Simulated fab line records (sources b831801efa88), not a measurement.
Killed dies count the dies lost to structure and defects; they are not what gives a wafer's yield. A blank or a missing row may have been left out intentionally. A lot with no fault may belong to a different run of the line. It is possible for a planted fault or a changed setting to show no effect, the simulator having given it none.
fab line records -- flow gf180mcu
record: lots: 12, wafers: 36, last_day: 34
route steps=602 shown HV_LDD@208 NSD@244 V2@387
lots that met no fault: from a run of the same line without faults
start_h: hours from the record's opening day to when the first of the lot's shown wafers began -- wait_h: hours from the lot's prior step to this one -- " identical to the entry in the row above -- L1.1+2: one row covering several wafers at once -- - value missing, or start not given -- * or withheld: withheld -- < > ~ a bound
route shown NAME@n: names a module that has steps shown in the file, with the first one's number in the route -- usual: mean/standard deviation taken from wafers without a fault -- same: alike in all rows -- chamber/n: place in a boat -- sites: each site's reading -- _std_site: standard deviation across them -- _edge_site: the outer-site mean with the inner-site mean subtracted -- radius_mm: for every site, how far away it sits from the centre of the wafer -- mask NAME#n: copy n -- behind: the most recent tool/chamber to have shaped the wafer -- hold: what put the lot on hold/how long, in hours/how the hold closed -- device: names the non-switching transistor (n, p or np) -- end of line: the route-end tests of the same wafers -- a step with no rows: only its recipe -- killed: count of dies lost to structure and defects at first sort (not the wafer's yield) -- map: shows each die of a wafer: x if killed, . if not, _ if none is there
set.NAME: setting as actually run; set.NAME@STEP: the setting as run at that earlier step -- model.NAME: the simulator's own value behind a step, which no gauge read
a sample of lots followed through the steps of the route, with each step as a table and each wafer as a row
services: the hour from which a tool's chamber was out of use, counted from the record's first day as start_h (under 0 if before that day), plus the number of hours and why
== steps ==
step: GF_HV_LDD_OVL_MEAS_32
usual: HV_LDD_02_OVL: 0.6/1.5
lot.wafer,tool,chamber,start_h,wait_h,HV_LDD_02_OVL[nm]
L383.2,overlay-01,-,253.28,0.1,2.5
L383.4,overlay-01,-,253.28,0.1,2.0
L383.5,overlay-01,-,253.28,0.1,1.3
L384.1,overlay-02,-,261.87,0.1,-1.7
L384.2,overlay-02,-,261.87,0.1,-2.4
L384.6,overlay-02,-,261.87,0.1,1.7
L388.3,overlay-02,-,293.42,0.1,-0.8
L388.5,overlay-02,-,293.42,0.1,-1.2
L388.6,overlay-02,-,293.42,0.1,1.7
L390.1,overlay-01,-,308.11,0.1,0.3
L390.3,overlay-01,-,308.11,0.1,2.2
L390.6,overlay-01,-,308.11,0.1,0.6
L392.3,overlay-01,-,327.72,0.1,0.4
L392.4,overlay-01,-,327.72,0.1,1.0
L392.5,overlay-01,-,327.72,0.1,1.1
L395.3,overlay-01,-,349.15,0.1,2.3
L395.4,overlay-01,-,349.15,0.1,0.8
L395.6,overlay-01,-,349.15,0.1,3.2
L396.1,overlay-01,-,355.97,0.1,-0.2
L396.3,overlay-01,-,355.97,0.1,0.6
L396.6,overlay-01,-,355.97,0.1,0.4
L399.1,overlay-01,-,385.24,0.1,0.0
L399.3,overlay-01,-,385.24,0.1,0.4
L399.6,overlay-01,-,385.24,0.1,0.6
L401.1,overlay-01,-,396.98,0.1,-0.8
L401.4,overlay-01,-,396.98,0.1,0.8
L401.5,overlay-01,-,396.98,0.1,-0.9
L402.1,overlay-02,-,405.27,0.1,-1.1
L402.2,overlay-02,-,405.27,0.1,-1.5
L402.3,overlay-02,-,405.27,0.1,-0.7
L404.1,overlay-02,-,422.57,0.1,-2.2
L404.2,overlay-02,-,422.57,0.1,0.5
L404.5,overlay-02,-,422.57,0.1,-0.4
L405.2,overlay-02,-,428.90,0.1,3.1
L405.4,overlay-02,-,428.90,0.1,0.1
L405.5,overlay-02,-,428.90,0.1,1.6
step: GF_NSD_IMPLANT_09
recipe: species: As, energy_kev: 60, dose_cm2: 4e+15, tilt_deg: 7
usual: beam_energy_keV: 59.998/0.02, dose_ions_cm2: 3.999e+15/4.3e+12, tilt_deg: 6.998/0.02
lot.wafer,tool,chamber,start_h,wait_h,beam_energy_keV,dose_ions_cm2,tilt_deg
L383.2,implanter-03,0,295.40,0.0,60.031,3.992e+15,7.003
L383.4,implanter-03,0,295.40,0.0,59.996,3.995e+15,6.971
L383.5,implanter-03,0,295.40,0.0,60.016,3.993e+15,7.002
L384.1,implanter-03,0,304.37,0.0,59.970,4.001e+15,6.965
L384.2,implanter-03,0,304.37,0.0,59.979,3.992e+15,7.026
L384.6,implanter-03,0,304.37,0.0,59.989,4e+15,6.997
L388.3,implanter-03,0,338.18,0.1,60.005,4.008e+15,6.999
L388.5,implanter-03,0,338.18,0.1,59.999,4.006e+15,7.034
L388.6,implanter-03,0,338.18,0.1,60.024,4.005e+15,6.994
L390.1,implanter-04,0,354.88,0.0,59.974,4e+15,6.977
L390.3,implanter-04,0,354.88,0.0,60.004,3.998e+15,7.003
L390.6,implanter-04,0,354.88,0.0,59.990,4e+15,6.994
L392.3,implanter-03,0,374.98,0.1,59.960,4e+15,6.999
L392.4,implanter-03,0,374.98,0.1,59.970,3.998e+15,6.991
L392.5,implanter-03,0,374.98,0.1,59.982,3.995e+15,6.996
L395.3,implanter-04,0,397.58,0.1,59.995,3.995e+15,7.021
L395.4,implanter-04,0,397.58,0.1,60.013,3.998e+15,7.024
L395.6,implanter-04,0,397.58,0.1,60.026,4.002e+15,7.025
L396.1,implanter-02,0,405.27,0.0,60.018,4.002e+15,7.015
L396.3,implanter-02,0,405.27,0.0,60.034,4.003e+15,6.971
L396.6,implanter-02,0,405.27,0.0,59.989,3.995e+15,7.013
L399.1,implanter-02,0,435.86,0.0,59.967,4.003e+15,7.020
L399.3,implanter-02,0,435.86,0.0,60.021,4.006e+15,7.027
L399.6,implanter-02,0,435.86,0.0,59.965,3.999e+15,6.999
L401.1,implanter-02,0,450.11,0.0,60.005,4.003e+15,6.988
L401.4,implanter-02,0,450.11,0.0,60.024,3.997e+15,6.971
L401.5,implanter-02,0,450.11,0.0,59.982,3.997e+15,6.930
L402.1,implanter-02,0,456.68,0.0,58.689,4.002e+15,6.982
L402.2,implanter-02,0,456.68,0.0,58.697,3.993e+15,6.986
L402.3,implanter-02,0,456.68,0.0,58.729,3.997e+15,6.992
L404.1,implanter-03,0,473.56,0.0,60.001,3.999e+15,7.007
L404.2,implanter-03,0,473.56,0.0,60.011,3.995e+15,6.994
L404.5,implanter-03,0,473.56,0.0,59.990,3.997e+15,7.029
L405.2,implanter-02,0,480.59,0.0,58.702,3.999e+15,6.987
L405.4,implanter-02,0,480.59,0.0,58.679,4.008e+15,6.994
L405.5,implanter-02,0,480.59,0.0,58.707,4.004e+15,6.999
step: GF_NSD_STRIP_11
recipe: chemistry: O2/N2, power_w: 1400, pressure_mtorr: 1500, platen_temp_c: 250, o2_flow_sccm: 3000, n2_flow_sccm: 300, overash_fraction: 0.5
usual: drypump_motor_current_A: 5.7/0.35, heater_power_w: 336/34, oes_product_au: 0.488/0.0045, strip_time_to_endpoint_s: 22.95/0.047
lot.wafer,tool,chamber,start_h,wait_h,drypump_motor_current_A,heater_power_w,oes_product_au,rf_hours_counter_h,strip_time_to_endpoint_s
L383.2,plasma_asher-03,1,295.68,0.1,5.5,369,0.488,54,23.04
L383.4,plasma_asher-03,0,295.68,0.1,5.4,320,0.490,-,23.01
L383.5,plasma_asher-03,0,295.68,0.1,5.3,308,0.489,-,23.06
L384.1,plasma_asher-03,1,304.67,0.1,5.4,366,0.492,55,22.97
L384.2,plasma_asher-03,0,304.67,0.1,5.4,314,0.481,55,22.99
L384.6,plasma_asher-03,0,304.67,0.1,5.3,324,0.487,-,22.96
L388.3,plasma_asher-04,0,338.46,0.1,5.9,383,0.485,-,22.89
L388.5,plasma_asher-04,1,338.46,0.1,6.3,293,0.482,-,22.94
L388.6,plasma_asher-04,0,338.46,0.1,5.9,391,0.488,-,22.94
L390.1,plasma_asher-03,0,355.18,0.1,5.3,317,0.481,60,22.94
L390.3,plasma_asher-03,1,355.18,0.1,5.4,377,0.484,-,22.94
L390.6,plasma_asher-03,1,355.18,0.1,5.4,364,0.488,-,22.97
L392.3,plasma_asher-03,0,375.26,0.1,5.3,315,0.491,-,22.91
L392.4,plasma_asher-03,1,375.26,0.1,5.4,377,0.490,-,22.95
L392.5,plasma_asher-03,1,375.26,0.1,5.4,370,0.480,-,22.90
L395.3,plasma_asher-03,1,397.86,0.1,5.4,373,0.486,-,22.93
L395.4,plasma_asher-03,0,397.86,0.1,5.3,324,0.477,-,22.93
L395.6,plasma_asher-03,0,397.86,0.1,5.4,314,0.491,-,22.98
L396.1,plasma_asher-02,0,405.57,0.1,6.2,331,0.485,72,22.91
L396.3,plasma_asher-02,1,405.57,0.1,5.5,290,0.486,-,23.00
L396.6,plasma_asher-02,1,405.57,0.1,5.5,293,0.492,-,22.93
L399.1,plasma_asher-02,1,436.16,0.1,5.5,294,0.491,76,22.88
L399.3,plasma_asher-02,0,436.16,0.1,6.2,336,0.491,-,22.89
L399.6,plasma_asher-02,0,436.16,0.1,6.2,346,0.488,-,22.89
L401.1,plasma_asher-03,0,450.41,0.1,5.3,318,0.480,70,22.89
L401.4,plasma_asher-03,1,450.41,0.1,5.4,367,0.489,-,22.88
L401.5,plasma_asher-03,1,450.41,0.1,5.4,367,0.487,-,22.86
L402.1,plasma_asher-04,1,456.98,0.1,6.2,288,0.494,37,22.76
L402.2,plasma_asher-04,0,456.98,0.1,5.9,374,0.484,37,22.74
L402.3,plasma_asher-04,1,456.98,0.1,6.2,283,0.493,-,22.72
L404.1,plasma_asher-03,1,473.86,0.1,5.5,375,0.490,73,22.99
L404.2,plasma_asher-03,0,473.86,0.1,5.3,313,0.486,73,22.97
L404.5,plasma_asher-03,0,473.86,0.1,5.4,317,0.489,-,22.95
L405.2,plasma_asher-04,0,480.87,0.1,5.9,391,0.485,40,22.86
L405.4,plasma_asher-04,0,480.87,0.1,5.8,379,0.483,-,22.82
L405.5,plasma_asher-04,1,480.87,0.1,6.2,293,0.483,-,22.83
step: GF_PSD_RS_MEAS_14
recipe: thk_meas_gauge: four-point-probe
usual: NSD_RS: 46.14/0.09
lot.wafer,tool,chamber,start_h,wait_h,NSD_RS[ohm/sq]
L383.2,film_metro-02,-,315.51,0.1,46.16
L383.4,film_metro-02,-,315.51,0.1,46.21
L383.5,film_metro-02,-,315.51,0.1,46.21
L384.1,film_metro-01,-,324.66,0.1,46.07
L384.2,film_metro-01,-,324.66,0.1,46.17
L384.6,film_metro-01,-,324.66,0.1,46.17
L388.3,film_metro-04,-,360.40,0.1,46.09
L388.5,film_metro-04,-,360.40,0.1,46.17
L388.6,film_metro-04,-,360.40,0.1,46.14
L390.1,film_metro-04,-,378.11,0.1,46.09
L390.3,film_metro-04,-,378.11,0.1,46.10
L390.6,film_metro-04,-,378.11,0.1,45.90
L392.3,film_metro-01,-,398.90,0.1,46.04
L392.4,film_metro-01,-,398.90,0.1,46.14
L392.5,film_metro-01,-,398.90,0.1,46.13
L395.3,film_metro-01,-,421.51,0.1,45.96
L395.4,film_metro-01,-,421.51,0.1,46.01
L395.6,film_metro-01,-,421.51,0.1,46.03
L396.1,film_metro-02,-,429.01,0.1,46.14
L396.3,film_metro-02,-,429.01,0.1,46.14
L396.6,film_metro-02,-,429.01,0.1,46.28
L399.1,film_metro-02,-,461.11,0.1,46.36
L399.3,film_metro-02,-,461.11,0.1,46.23
L399.6,film_metro-02,-,461.11,0.1,46.15
L401.1,film_metro-02,-,473.89,0.1,46.28
L401.4,film_metro-02,-,473.89,0.1,46.15
L401.5,film_metro-02,-,473.89,0.1,46.28
L402.1,film_metro-02,-,481.05,0.1,46.66
L402.2,film_metro-02,-,481.05,0.1,46.59
L402.3,film_metro-02,-,481.05,0.1,46.58
L404.1,film_metro-04,-,498.51,0.1,46.23
L404.2,film_metro-04,-,498.51,0.1,46.35
L404.5,film_metro-04,-,498.51,0.1,46.16
L405.2,film_metro-02,-,504.59,0.1,46.56
L405.4,film_metro-02,-,504.59,0.1,46.49
L405.5,film_metro-02,-,504.59,0.1,46.56
step: GF_V2_BOW_MEAS_05
recipe: mode: bow
usual: V2_BOW: 98/7.4
lot.wafer,tool,chamber,start_h,wait_h,V2_BOW[um]
L383.2,film_metro-03,-,434.68,0.2,113
L383.4,film_metro-03,-,434.68,0.2,96
L383.5,film_metro-03,-,434.68,0.2,99
L384.1,film_metro-01,-,444.58,0.2,106
L384.2,film_metro-01,-,444.58,0.2,105
L384.6,film_metro-01,-,444.58,0.2,106
L388.3,film_metro-01,-,484.43,0.2,88
L388.5,film_metro-01,-,484.43,0.2,93
L388.6,film_metro-01,-,484.43,0.2,104
L390.1,film_metro-04,-,504.15,0.1,83
L390.3,film_metro-04,-,504.15,0.1,86
L390.6,film_metro-04,-,504.15,0.1,90
L392.3,film_metro-03,-,526.70,0.2,105
L392.4,film_metro-03,-,526.70,0.2,103
L392.5,film_metro-03,-,526.70,0.2,106
L395.3,film_metro-04,-,545.82,0.2,104
L395.4,film_metro-04,-,545.82,0.2,95
L395.6,film_metro-04,-,545.82,0.2,104
L396.1,film_metro-03,-,554.07,0.1,99
L396.3,film_metro-03,-,554.07,0.1,111
L396.6,film_metro-03,-,554.07,0.1,105
L399.1,film_metro-04,-,585.14,0.2,93
L399.3,film_metro-04,-,585.14,0.2,90
L399.6,film_metro-04,-,585.14,0.2,104
L401.1,film_metro-04,-,595.27,0.1,95
L401.4,film_metro-04,-,595.27,0.1,98
L401.5,film_metro-04,-,595.27,0.1,105
L402.1,film_metro-01,-,600.75,0.1,84
L402.2,film_metro-01,-,600.75,0.1,91
L402.3,film_metro-01,-,600.75,0.1,91
L404.1,film_metro-03,-,618.01,0.1,97
L404.2,film_metro-03,-,618.01,0.1,104
L404.5,film_metro-03,-,618.01,0.1,93
L405.2,film_metro-04,-,621.90,0.2,87
L405.4,film_metro-04,-,621.90,0.2,98
L405.5,film_metro-04,-,621.90,0.2,88
step: GF_V2_OVL_MEAS_15
usual: V2_OVL: -3/5.9
lot.wafer,tool,chamber,start_h,wait_h,V2_OVL[nm]
L383.2,overlay-02,-,459.33,0.1,-1
L383.4,overlay-02,-,459.33,0.1,-9
L383.5,overlay-02,-,459.33,0.1,-5
L384.1,overlay-01,-,468.97,0.1,5
L384.2,overlay-01,-,468.97,0.1,-3
L384.6,overlay-01,-,468.97,0.1,-7
L388.3,overlay-02,-,507.88,0.1,-7
L388.5,overlay-02,-,507.88,0.1,-4
L388.6,overlay-02,-,507.88,0.1,-1
L390.1,overlay-02,-,527.82,0.1,-13
L390.3,overlay-02,-,527.82,0.1,-4
L390.6,overlay-02,-,527.82,0.1,-2
L392.3,overlay-01,-,549.87,0.1,-5
L392.4,overlay-01,-,549.87,0.1,2
L392.5,overlay-01,-,549.87,0.1,-8
L395.3,overlay-01,-,568.32,0.1,-3
L395.4,overlay-01,-,568.32,0.1,-8
L395.6,overlay-01,-,568.32,0.1,1
L396.1,overlay-02,-,576.47,0.1,-7
L396.3,overlay-02,-,576.47,0.1,-16
L396.6,overlay-02,-,576.47,0.1,-12
L399.1,overlay-01,-,606.16,0.1,7
L399.3,overlay-01,-,606.16,0.1,4
L399.6,overlay-01,-,606.16,0.1,1
L401.1,overlay-02,-,616.04,0.1,-6
L401.4,overlay-02,-,616.04,0.1,-3
L401.5,overlay-02,-,616.04,0.1,-9
L402.1,overlay-01,-,621.61,0.1,-4
L402.2,overlay-01,-,621.61,0.1,2
L402.3,overlay-01,-,621.61,0.1,-1
L404.1,overlay-01,-,637.82,0.1,-6
L404.2,overlay-01,-,637.82,0.1,-13
L404.5,overlay-01,-,637.82,0.1,-3
L405.2,overlay-02,-,642.09,0.1,-7
L405.4,overlay-02,-,642.09,0.1,4
L405.5,overlay-02,-,642.09,0.1,4
== services ==
tool,chamber,start_h,hours,kind
implanter-03,-,334.85,2.4,repair
implanter-03,-,339.50,3.1,repair
implanter-02,-,343.99,0.7,repair
implanter-02,-,358.25,23.0,pm
plasma_asher-04,-,368.14,0.5,repair
plasma_asher-04,-,370.12,6.4,repair
implanter-02,-,381.24,2.9,pm
implanter-02,-,394.44,1.8,repair
plasma_asher-03,-,398.89,5.1,repair
implanter-04,-,406.10,2.5,repair
plasma_asher-02,-,424.56,1.4,repair
implanter-02,-,451.26,1.3,repair
implanter-03,-,468.66,2.6,repair
implanter-03,-,474.49,3.7,pm
implanter-04,-,478.92,3.2,pm
== key ==
first_sign: step: GF_NSD_IMPLANT_09, reading: beam_energy_keV, direction: down, sigmas: 66, usual: 59.998, struck: 58.700
effect: step: GF_NSD_STRIP_11, reading: strip_time_to_endpoint_s, direction: down, sigmas: 3.5, usual: *, struck: *
effect: step: GF_PSD_RS_MEAS_14, reading: NSD_RS, direction: up, sigmas: 4.9, usual: 46.14, struck: 46.57
met_at GF_NSD_IMPLANT_09
struck_lots L402,L405
tester_left_out L402,L405
not_acting_at GF_HV_LDD_OVL_MEAS_32,GF_V2_BOW_MEAS_05,GF_V2_OVL_MEAS_15
onset_between 450.11 456.68
fault: kind: process_parameter_drift, tool: implanter-02, chamber: -, onset_h: 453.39, steps: GF_NSD_IMPLANT_09, channel: energy_kev, offset: -1.2844, shape: step, end_h: 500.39, acts_in: these_recipes_only, stated: 60
tester_left_out: of these lots the tester's yield and bins aren't shown, on N5 and GAA mostly nor the transistor test; their killed dies are dies lost to structure and defects alone, not to doping, threshold or leakage, so they don't give the yield
